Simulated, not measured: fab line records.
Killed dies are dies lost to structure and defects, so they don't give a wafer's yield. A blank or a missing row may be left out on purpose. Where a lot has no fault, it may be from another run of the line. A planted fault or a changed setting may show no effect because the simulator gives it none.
Split-lot experiment	flow sfqLine	on a route of 325 steps: 5 lots, 23 wafers read

== THE SPLIT ITSELF ==
At SFQ_TRILAYER_I2_VIA_LITHO_EXPOSE_068 (exposes mask I2, target cd 500 nm), the setting doseMj was moved away from the recipe's 21.3 on 5 of the 23 wafers read, by -2.5% to +4.2%. The other wafers ran this setting at the recipe's value.

== FROM THE SPLIT TO THE READING: what the file shows between them, 2 steps ==
- SFQ_TRILAYER_I2_VIA_LITHO_PEB_070: peb time 60 s
- SFQ_TRILAYER_I2_VIA_LITHO_DEVELOP_069: time 60 s

== THE READING ==
I2.cdNm (the simulator's own value, which no gauge read), in nm, at SFQ_TRILAYER_I2_VIA_BARC_OPEN_VIA_ETCH_096 (etches BARC in O2, target depth 125 nm, time 41.7 s). There is no usual value for it anywhere in the file. Average 498.9 nm, standard deviation 0.93 nm, over the 18 wafers here run with the recipe.

wafer	tool, chamber at the split	doseMj as run	against the recipe	I2.cdNm, nm	against lot-mates on the recipe
L074.2	krfScanner-01, 0	21.3	recipe	498.8	-
L074.3	krfScanner-01, 0	21.3	recipe	500	-
L074.4	krfScanner-01, 0	21.3	recipe	498.9	-
L074.5	krfScanner-01, 0	21.3	recipe	500.3	-
L074.6	krfScanner-01, 0	21.3	recipe	499.5	-
L075.1	krfScanner-01, 0	21.3	recipe	499.2	-
L075.3	krfScanner-01, 0	21.3	recipe	497	-
L075.4	krfScanner-01, 0	21.3	recipe	497.4	-
L075.5	krfScanner-01, 0	21.3	recipe	499.3	-
L075.6	krfScanner-01, 0	21.3	recipe	498.7	-
L078.1	krfScanner-01, 0	21.3	recipe	497.1	-
L078.2	krfScanner-01, 0	21.3	recipe	498.5	-
L078.6	krfScanner-01, 0	21.3	recipe	498.4	-
L080.1	krfScanner-01, 0	21.3	recipe	499.5	-
L080.2	krfScanner-01, 0	20.76	-2.5%	494.4	-5.3
L080.4	krfScanner-01, 0	21.3	recipe	500	-
L080.5	krfScanner-01, 0	20.76	-2.5%	496.9	-2.8
L080.6	krfScanner-01, 0	21.3	recipe	499.6	-
L084.1	krfScanner-01, 0	22.19	+4.2%	505.4	+6.1
L084.3	krfScanner-01, 0	21.3	recipe	499.4	-
L084.4	krfScanner-01, 0	21.3	recipe	499.1	-
L084.5	krfScanner-01, 0	22.19	+4.2%	506.4	+7.1
L084.6	krfScanner-01, 0	22.19	+4.2%	505.5	+6.2

FIT RESULTS
A straight line over all 23 wafers: I2.cdNm changes by +1.56 nm for each +1% of doseMj; r = +0.94; the points scatter about the line by 0.99 nm.
The same after taking each lot's own level away (the mean of its wafers on the recipe; 23 wafers): +1.57 nm for each +1%; r = +0.97; scatter 0.74 nm.
That fit puts the effect of the largest move of doseMj on the reading at 6.6 nm.
From 498.00 to 499.70 nm: that is the span of the lots' own levels, equal to 1.8 times the standard deviation above.
The two slopes are in agreement: the lot-to-lot level therefore moves the slope only a little.
Check: +6.69 nm against its lot-mates is what the line predicts for one of the wafers moved furthest among these (+4.2%) when that wafer is left out of the fit. Against them it came out at +6.15 nm.

== ADDITIONAL SPLITS CARRIED BY THESE WAFERS ==
Before the reading, these wafers also passed through other splits. Each is held against what the fit with the lots' levels taken away leaves over:
other split on the same wafers	wafers away from the commonest value	r with I2.cdNm (lot level and that fit taken away)
SFQ_TRILAYER_M2_LITHO_EXPOSE_058 doseMj	9	-0.12
SFQ_TRILAYER_I2_DEP_PECVD_063 timeS	9	+0.17

== FILE'S OWN FIT ==
I2.cdNm changes by +1.58 nm for each +1% of doseMj, r = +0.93.
